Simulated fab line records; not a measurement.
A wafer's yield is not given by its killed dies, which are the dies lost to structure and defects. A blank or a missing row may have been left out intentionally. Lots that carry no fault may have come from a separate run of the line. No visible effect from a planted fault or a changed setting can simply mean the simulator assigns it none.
Problem report, 8D (eight disciplines) form, completed by code ; flow sky130 ; the parts of the form that need people (team, actions taken, sign-off) are left out

== 1. WHAT IS WRONG ==
Wafers free of any fault read 219.9 (standard deviation 1.4) for VT_ADJUST_NCORE_TW at SKY_VT_ADJUST_NCORE_TW_MEAS_11, against a mean of 119.3 on 9 wafers of 3 lots. That is -72 standard deviations from the usual mean.
Earliest sighting: wafer L495.2 on film_metro-04 at day 10 00:43. At this step, 45 wafers from 15 lots have a number in the record. Rule for "out" (also "out of limits"): further than 4 standard deviations from the usual mean. The other wafers with a number count as sound.

== 2. WHAT IT IS, WHAT IT ISN'T ==
question;is;is not
which readings at this step;VT_ADJUST_NCORE_TW;-
which lots;L495, L496, L497;L491, L492, L493, L503, L505, L508, L509, L510, L511, L512, L513, L514
which wafers of those lots;all that have a number;-
read on which gauges;film_metro-04;film_metro-01, film_metro-02
when;from day 10 00:43;"up to then (9 sound wafers); but 27 sound wafers of L503, L505, L508, L509, L510, L511, L512, L513, L514 came after"

== 3. SUSPECTS, AND WHAT RULES EACH OUT ==
Counting: a tool stays on the suspect list if, at a process step up to the reading, it processed all lots that are out and no sound lot following the first of them.
- ruled out: the gauge at SKY_VT_ADJUST_NCORE_TW_MEAS_11. All the wafers that are out were read on film_metro-04, but those of them that SKY_VT_ADJUST_NCORE_IMPLANT_09 has rows for are out there too, on other tools.
- implanter-04 at SKY_VT_ADJUST_NCORE_IMPLANT_09: ruled out as a lasting fault. The sound lots L509, L510, L511, L513, L514 went through it after L495, its earliest lot that is out (day 10 00:29).
Left after counting: nothing in the record.

== 4. THE CAUSE (what the simulator had put in) ==
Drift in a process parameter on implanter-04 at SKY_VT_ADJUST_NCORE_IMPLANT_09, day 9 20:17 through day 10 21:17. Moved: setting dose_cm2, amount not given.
It was ruled out by counting, in error; the rule expects a fault to strike all lots run on its tool from its start on, and this fault did not.

== 5. THE EFFECT CHAIN, in route order ==
Each row: a reading where the mean over the struck wafers with a number is more than 3 standard deviations away from the usual. Readings are gone through only where the record gives a usual standard deviation; hours: the median, over the lots, of the time from a lot's start at the first step in this table giving one to that lot's start at this step; sigmas: the change measured in usual standard deviations.
hours;step;reading;usual;on struck wafers;change;sigmas
0;SKY_VT_ADJUST_NCORE_IMPLANT_09;dose_ions_cm2;2.3994e+12;2.4058e+11;-2.1588e+12;-99 or more
0;SKY_VT_ADJUST_NCORE_IMPLANT_09;faraday_current_uA;13.55;1.33;-12.22;-47
0;SKY_VT_ADJUST_NCORE_TW_MEAS_11;VT_ADJUST_NCORE_TW;219.9;119.3;-100.6;-72
Here are the process steps it includes:
- SKY_VT_ADJUST_NCORE_IMPLANT_09

== 6. WHAT WOULD HAVE CAUGHT IT SOONER ==
Counted from the fault's start at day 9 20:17, it took 4 hours until the first out-of-limits reading at a measuring or inspecting step in this record, taken at day 10 00:43.
At SKY_VT_ADJUST_NCORE_IMPLANT_09, the tool's own readings (dose_ions_cm2, faraday_current_uA) were out on each struck wafer the step has a row for, so an alarm limit on them would have fired on the first such wafer.
